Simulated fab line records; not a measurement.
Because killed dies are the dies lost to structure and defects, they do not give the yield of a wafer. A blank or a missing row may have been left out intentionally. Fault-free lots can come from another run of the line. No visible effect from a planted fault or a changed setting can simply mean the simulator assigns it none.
What tool caused it? | flow sky130 | 11 lots, 33 wafers sampled, at 5 steps of a route of 708

## WHAT THE GAUGES SHOWED, per wafer
SKY_SPACER_THK_MEAS_01. Usual: SPACER_CVD_00_THK typically reads 43.2 nm, with standard deviation 0.45.
lot  | measured     | on            | SPACER_CVD_00_THK (nm) | flag
L658 | day 23 07:46 | film metro-03 | 43.4 43.4 43.6         |
L659 | day 23 07:47 | film metro-02 | 43.1 43.5 43.1         |
L660 | day 23 23:07 | film metro-02 | 43.1 43.5 43.5         |
L661 | day 24 08:17 | film metro-03 | 43.3 43.7 43.7         |
L662 | day 25 00:32 | film metro-03 | 43.4 43.2 43.5         |
L663 | day 25 03:50 | film metro-02 | 43.1 43.0 43.2         |
L665 | day 26 11:02 | film metro-03 | 43.1 43.3 43.4         |
L671 | day 27 23:41 | film metro-03 | 42.5 42.4 42.7         |
L675 | day 29 01:26 | film metro-03 | 43.4 43.3 43.0         |
L676 | day 29 14:29 | film metro-04 | 42.9 43.1 42.6         |
L680 | day 30 20:18 | film metro-04 | 42.1 42.7 42.2         |

SKY_SD_N_RS_MEAS_17: a four-point-probe measurement. Usual: SD_P_RS typically reads 146.9 ohm/sq, with standard deviation 0.36.
lot  | measured     | on            | SD_P_RS (ohm/sq)  | flag
L658 | day 28 05:30 | film metro-04 | 147.4 147.3 147.3 |
L659 | day 28 06:04 | film metro-01 | 147.1 147.1 146.9 |
L660 | day 28 20:15 | film metro-01 | 147.2 146.7 146.9 |
L661 | day 29 03:02 | film metro-01 | 146.6 146.6 146.3 |
L662 | day 29 20:29 | film metro-01 | 147.4 146.9 146.6 |
L663 | day 29 22:33 | film metro-02 | 147.0 147.1 147.2 |
L665 | day 31 10:44 | film metro-01 | 146.9 147.2 146.8 |
L671 | day 32 13:53 | film metro-01 | 146.5 146.4 146.4 |
L675 | day 33 16:15 | film metro-01 | 147.3 146.7 146.9 |
L676 | day 34 01:19 | film metro-02 | 147.3 147.6 147.2 |
L680 | day 35 05:31 | film metro-02 | 147.4 147.5 147.2 |

SKY_LI_CONTACT_THK_MEAS_01. Usual: LI_CONTACT_HDPCVD_THK typically reads 933 nm, with standard deviation 11.
lot  | measured     | on            | LI_CONTACT_HDPCVD_THK (nm)  | flag
L658 | day 28 05:51 | film metro-02 | 911 937 928                 |
L659 | day 28 06:25 | film metro-01 | 952 935 937                 |
L660 | day 28 20:35 | film metro-01 | 952 933 937                 |
L661 | day 29 03:24 | film metro-04 | 946 910 930                 |
L662 | day 29 20:51 | film metro-04 | 926 928 927                 |
L663 | day 29 22:55 | film metro-01 | 955 957 922                 |
L665 | day 31 11:16 | film metro-04 | 918 923 916                 |
L671 | day 32 14:16 | film metro-04 | 928 1081 1092 929 1081 1091 | OFF
L675 | day 33 16:37 | film metro-02 | 929 925 935                 |
L676 | day 34 01:40 | film metro-01 | 930 937 938                 |
L680 | day 35 05:52 | film metro-02 | 935 924 930                 |

## WHAT TOOL EACH LOT RAN ON (gives the tool, then ch and the chambers of the sampled wafers, and finally the start)
lot  | SKY_RES_XHIGH_STRIP_08               | SKY_LI_CONTACT_HDPCVD_00
L658 | plasma asher-04 ch 0,1, day 27 00:53 | hdpcvd-02 ch 0,1,2, day 28 05:45
L659 | plasma asher-02 ch 1, day 27 01:11   | hdpcvd-02 ch 0,1, day 28 06:18
L660 | plasma asher-03 ch 0,1, day 27 15:16 | hdpcvd-02 ch 0,2, day 28 20:28
L661 | plasma asher-04 ch 0,1, day 27 23:11 | hdpcvd-01 ch 0,1,2, day 29 03:18
L662 | plasma asher-04 ch 0,1, day 28 15:56 | hdpcvd-02 ch 0,1, day 29 20:45
L663 | plasma asher-02 ch 0,1, day 28 18:02 | hdpcvd-01 ch 0,1,2, day 29 22:49
L665 | plasma asher-02 ch 0,1, day 30 00:11 | hdpcvd-01 ch 1,2, day 31 11:09
L671 | plasma asher-02 ch 0,1, day 31 10:44 | hdpcvd-01 ch 0,1, day 32 14:10
L675 | plasma asher-03 ch 0,1, day 32 13:05 | hdpcvd-02 ch 0,2, day 33 16:30
L676 | plasma asher-04 ch 0,1, day 32 22:17 | hdpcvd-02 ch 1,2, day 34 01:33
L680 | plasma asher-03 ch 0,1, day 34 02:20 | hdpcvd-02 ch 1,2, day 35 05:45
- SKY_RES_XHIGH_STRIP_08: strips in O2/N2.
- SKY_LI_CONTACT_HDPCVD_00: deposits PSG, target thk 930 nm, time 155 s.

## WHAT THE TOOLS THEMSELVES READ (means of the sampled wafers that have a number; where no wafer has one, the mark that the record gives instead)
SKY_RES_XHIGH_STRIP_08. Usual: drypump motor current A 5.6 A, standard deviation 0.69; o2 flow sccm 3000 sccm, standard deviation 8.4; oes product au 0.711 a.u., standard deviation 0.0048; strip time to endpoint s 14.28 s, standard deviation 0.047.
lot  | tool            | drypump motor current A (A) | o2 flow sccm (sccm) | oes product au (a.u.) | strip time to endpoint s (s) | flag
L658 | plasma asher-04 | 6.0                         | 2995                | 0.711                 | 14.31                        |
L659 | plasma asher-02 | 5.9                         | 3004                | 0.713                 | 14.20                        |
L660 | plasma asher-03 | 5.7                         | 2996                | 0.707                 | 14.31                        |
L661 | plasma asher-04 | 6.0                         | 2995                | 0.709                 | 14.26                        |
L662 | plasma asher-04 | 5.4                         | 3009                | 0.707                 | 14.33                        |
L663 | plasma asher-02 | 5.4                         | 3000                | 0.709                 | 14.31                        |
L665 | plasma asher-02 | 5.6                         | 3001                | 0.711                 | 14.26                        |
L671 | plasma asher-02 | 5.6                         | 3005                | 0.712                 | 14.25                        |
L675 | plasma asher-03 | 5.7                         | 2996                | 0.711                 | 14.27                        |
L676 | plasma asher-04 | 5.4                         | 2997                | 0.713                 | 14.29                        |
L680 | plasma asher-03 | 5.7                         | 2995                | 0.716                 | 14.23                        |

SKY_LI_CONTACT_HDPCVD_00. Usual: 182.9 s for run length s, sd 0.72.
lot  | tool      | run length s (s) | flag
L658 | hdpcvd-02 | 183.3            |
L659 | hdpcvd-02 | 183.0            |
L660 | hdpcvd-02 | 183.7            |
L661 | hdpcvd-01 | 182.5            |
L662 | hdpcvd-02 | 182.3            |
L663 | hdpcvd-01 | 182.2            |
L665 | hdpcvd-01 | 182.2            |
L671 | hdpcvd-01 | 200.5            | OFF
L675 | hdpcvd-02 | 183.1            |
L676 | hdpcvd-02 | 183.2            |
L680 | hdpcvd-02 | 182.5            |

## THE ANSWER, worked out from the rows above alone
Rule: a lot counts as off when the mean over its wafers that have a number is more than 3 standard deviations away from the usual mean. A lot without any number at a reading at which 4 lots or more have one is off too. All remaining lots with rows at the step are treated as sound. Order of review: gauges by route order, followed by the tools' own readings, for which a lot's mean as printed above is used. At the first step where some lot is off, the reading lying furthest off is the one used; lots without a number count as furthest.
Off: at SKY_LI_CONTACT_THK_MEAS_01 (LI_CONTACT_HDPCVD_THK), L671.
A tool fits if, at a process step before that reading, it ran every lot that is off, and no sound lot after the first of them. Not tried: the gauges at SKY_LI_CONTACT_THK_MEAS_01; whatever is off there is also off at SKY_LI_CONTACT_HDPCVD_00, on other tools, and gauge error can't account for it. This does not decide it: 2 tools fit, namely plasma asher-02 at SKY_RES_XHIGH_STRIP_08 and hdpcvd-01 at SKY_LI_CONTACT_HDPCVD_00.

## WHAT THE SIMULATOR PUT IN
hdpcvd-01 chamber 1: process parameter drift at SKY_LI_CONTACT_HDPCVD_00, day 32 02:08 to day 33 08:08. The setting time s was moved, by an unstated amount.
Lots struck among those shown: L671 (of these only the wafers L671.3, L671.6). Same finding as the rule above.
